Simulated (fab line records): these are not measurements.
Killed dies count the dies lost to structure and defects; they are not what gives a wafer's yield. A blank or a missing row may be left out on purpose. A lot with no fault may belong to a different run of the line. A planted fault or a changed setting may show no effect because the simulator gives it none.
A lot that was struck, set against a sound lot	flow gf180mcu	16 out of 602 route steps
Sound: these wafers, L565.2, L565.3, L565.6. Struck: wafers L551.3, L551.5, L551.6. At the end, the cause is stated.
Per side, at each step with rows, come the tool, then ch with its chambers, and then its first start. Under that, the readings that differ: sound wafers	struck wafers	difference of the means	sigmas: that difference in standard deviations of wafers without a fault.
alike: words and numbers the same on both sides, and readings whose means are apart by under 2 such deviations; not compared: readings that were withheld, readings missing a value for some wafer, numbers with overlapping values and no deviation given by the record, and bounds like >300 which may hide the same value.
A row with sigmas, a row that says differs or no value, or rows on one side alone: a step with any of these is where the two part. When numbers do not overlap yet have no deviation, they are printed without sigmas and do not part them. A reading missing from all wafers of one side parts the sides only when that side holds two or more wafers.

first, 6 steps without rows for these wafers: GF_M3_HMDS_08 (prime time 60 s); GF_M3_COAT_09 (resist thk 1000 nm); GF_M3_SOFTBAKE_10 (time 60 s); GF_M3_EXPOSE_11 (exposes mask Metal3, target cd 280 nm); GF_M3_PEB_12 (peb time 90 s); GF_M3_DEVELOP_13 (develop time 60 s).
GF_M3_CD_MEAS_14: the cd target is 280 nm.
  sound on cd_sem-02, day 28 15:10; struck on cd_sem-01, day 24 08:28
  alike: cd_nm
GF_M3_OVL_MEAS_15:
  sound on overlay-01, day 28 15:16; struck on overlay-02, day 24 08:34
  alike: M3_OVL
GF_M3_METAL_ETCH_16: etches the open film in Cl2/BCl3, stops on SiO2, target depth 627.5 nm, time 104.6 s.
  sound on rie_metal-01 ch 0,1, day 28 15:18; struck on rie_metal-03 ch 0,1, day 24 08:38
  alike: bias_w, drypump_motor_current_A, oes_product_au, throttle_valve_pct
  not compared: rf_hours_counter_h
GF_M3_STRIP_17: strips in O2/N2.
  sound on plasma_asher-03 ch 0,1, day 28 15:25; struck on plasma_asher-02 ch 0,1, day 24 08:44
reading	sound	struck	difference	sigmas
strip_time_to_endpoint_s (s)	7.92 7.94 7.93	7.84 7.84 7.86	-0.08	-2
  alike: drypump_motor_current_A, heater_power_w, oes_product_au
  not compared: rf_hours_counter_h
then, 2 steps without rows for these wafers: GF_M3_STRIP_18 (strips in post etch residue remover, time 1200 s); GF_M3_CLEAN_19 (cleans in DIW).
GF_V3_CVD_00: deposits SiO2, target thk 600 nm, time 100 s.
  sound on hdpcvd-01 ch 0,1,2, day 28 15:59; struck on hdpcvd-01 ch 0,1,2, day 24 09:16
reading	sound	struck	difference	sigmas
sih4_flow_sccm (sccm)	60.07 59.97 59.94	51.28 51.19 50.99	-8.84	-49
model.SiO2_of_V3_CVD_00.thk_nm (nm)	596.4 603.7 599.3	512.1 512.4 509.7	-88.4	
  alike: susceptor_temp_C
GF_V3_THK_MEAS_01:
  sound on film_metro-03, day 28 16:04; struck on film_metro-02, day 24 09:22
reading	sound	struck	difference	sigmas
V3_CVD_00_THK (nm)	596 604 599	513 513 510	-88	-16
GF_V3_CVD_02: deposits SiO2 from TEOS, target thk 850 nm, time 94.851 s.
  sound on pecvd-01 ch 0,1,2, day 28 16:07; struck on pecvd-02 ch 0,1, day 24 09:24
  alike: heater_power_w, susceptor_temp_C
-- the record jumps here: 7 days lie between the struck wafers' starts before and after (it left off in module V3 and takes up again in module PASSIVATION, whose first step shown is number 602 of the route) --
GF_PASSIVATION_PROBE_99:
  rows exist in the record for the struck wafers here (prober-02, day 31 13:23), but not for the sound ones

WHERE THEY PART
First at GF_M3_STRIP_17; last, within this record, at GF_PASSIVATION_PROBE_99.

WHY: the cause the simulator had injected
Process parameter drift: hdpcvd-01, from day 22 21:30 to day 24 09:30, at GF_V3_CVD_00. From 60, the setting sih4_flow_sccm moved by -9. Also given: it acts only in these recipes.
